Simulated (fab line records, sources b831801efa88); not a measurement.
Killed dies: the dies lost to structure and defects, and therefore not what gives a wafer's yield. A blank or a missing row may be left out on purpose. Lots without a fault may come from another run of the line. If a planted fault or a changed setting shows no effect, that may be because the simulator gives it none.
Which tool did it? + flow sky130 + 36 wafers from 12 lots sampled at 2 of the route's 708 steps

WHAT EACH GAUGE READ, for each wafer
SKY_VIA3_RS_MEAS_22: measurement is done with a four-point probe. Usual: for VIA3_W_RS the level is 0.296 ohm/sq and the standard deviation is 0.004.
| lot  | measured     | on            | VIA3_W_RS (ohm/sq) | flag |
|------|--------------|---------------|--------------------|------|
| L712 | day 40 08:50 | film_metro-04 | 0.296 0.296 0.293  |      |
| L713 | day 40 15:46 | film_metro-04 | 0.296 0.297 0.296  |      |
| L715 | day 41 02:23 | film_metro-01 | 0.297 0.300 0.300  |      |
| L716 | day 41 12:44 | film_metro-04 | 0.301 0.297 0.299  |      |
| L717 | day 41 18:25 | film_metro-02 | 0.294 0.296 0.295  |      |
| L718 | day 42 04:55 | film_metro-02 | 0.302 0.297 0.298  |      |
| L719 | day 42 18:17 | film_metro-04 | 0.298 0.292 0.301  |      |
| L720 | day 43 12:44 | film_metro-02 | 0.301 0.293 0.290  |      |
| L725 | day 44 01:26 | film_metro-04 | 0.299 0.297 0.296  |      |
| L727 | day 44 16:51 | film_metro-04 | 0.292 0.293 0.291  |      |
| L730 | day 45 15:29 | film_metro-01 | 0.293 0.296 0.299  |      |
| L732 | day 45 22:31 | film_metro-04 | 0.292 0.291 0.289  |      |

WHICH TOOL RAN EACH LOT (tool, then ch and the chambers of the sampled wafers, then the start)
| lot  | SKY_METAL3_ETCH_17                 |
|------|------------------------------------|
| L712 | rie_diel-04 ch 0,2,3, day 39 05:37 |
| L713 | rie_diel-02 ch 0,1,2, day 39 11:50 |
| L715 | rie_diel-02 ch 1,2, day 39 23:10   |
| L716 | rie_diel-02 ch 0,1,2, day 40 10:19 |
| L717 | rie_diel-01 ch 0,1,2, day 40 16:19 |
| L718 | rie_diel-04 ch 0,2,3, day 41 01:59 |
| L719 | rie_diel-04 ch 0,1, day 41 16:02   |
| L720 | rie_diel-01 ch 0,1,3, day 42 10:47 |
| L725 | rie_diel-02 ch 0,2,3, day 42 23:19 |
| L727 | rie_diel-02 ch 0,2, day 43 15:34   |
| L730 | rie_diel-02 ch 0,1,2, day 44 14:55 |
| L732 | rie_diel-02 ch 0,2,3, day 44 22:49 |
- SKY_METAL3_ETCH_17: etches SiO2 in C4F8/O2/Ar, stops on TiN, time 3.9 s, target depth 15 nm.

WHAT THE TOOLS THEMSELVES READ (means of the sampled wafers that have a number; where no wafer has one, the mark that the record gives instead)
SKY_METAL3_ETCH_17. Usual: bias_w 1200 W, standard deviation 3.4; oes_product_au 0.752 a.u., standard deviation 0.0071.
| lot  | tool        | bias_w (W) | oes_product_au (a.u.) | flag |
|------|-------------|------------|-----------------------|------|
| L712 | rie_diel-04 | 1204       | 0.759                 |      |
| L713 | rie_diel-02 | 1200       | 0.745                 |      |
| L715 | rie_diel-02 | 1201       | 0.748                 |      |
| L716 | rie_diel-02 | 1201       | 0.754                 |      |
| L717 | rie_diel-01 | 1198       | 0.757                 |      |
| L718 | rie_diel-04 | 1201       | 0.749                 |      |
| L719 | rie_diel-04 | 1198       | 0.745                 |      |
| L720 | rie_diel-01 | 1200       | 0.749                 |      |
| L725 | rie_diel-02 | 1200       | 0.758                 |      |
| L727 | rie_diel-02 | 1205       | 0.751                 |      |
| L730 | rie_diel-02 | 1200       | 0.757                 |      |
| L732 | rie_diel-02 | 1202       | 0.753                 |      |

THE ANSWER, worked out from the rows above alone
Rule: a lot counts as off when the mean over its wafers that have a number is more than 3 standard deviations away from the usual mean. Also off: a lot with no number at a reading for which 4 or more lots have one. Where the step has rows for the other lots, those lots are counted as sound. First the gauges in route order, then the tools' own readings, where a lot's mean is used as printed above. At the first step where some lot is off, the reading lying furthest off is the one used; lots without a number count as furthest.
None of the lots is off at any reading shown; this tells nothing.

WHAT THE SIMULATOR HAD INSERTED
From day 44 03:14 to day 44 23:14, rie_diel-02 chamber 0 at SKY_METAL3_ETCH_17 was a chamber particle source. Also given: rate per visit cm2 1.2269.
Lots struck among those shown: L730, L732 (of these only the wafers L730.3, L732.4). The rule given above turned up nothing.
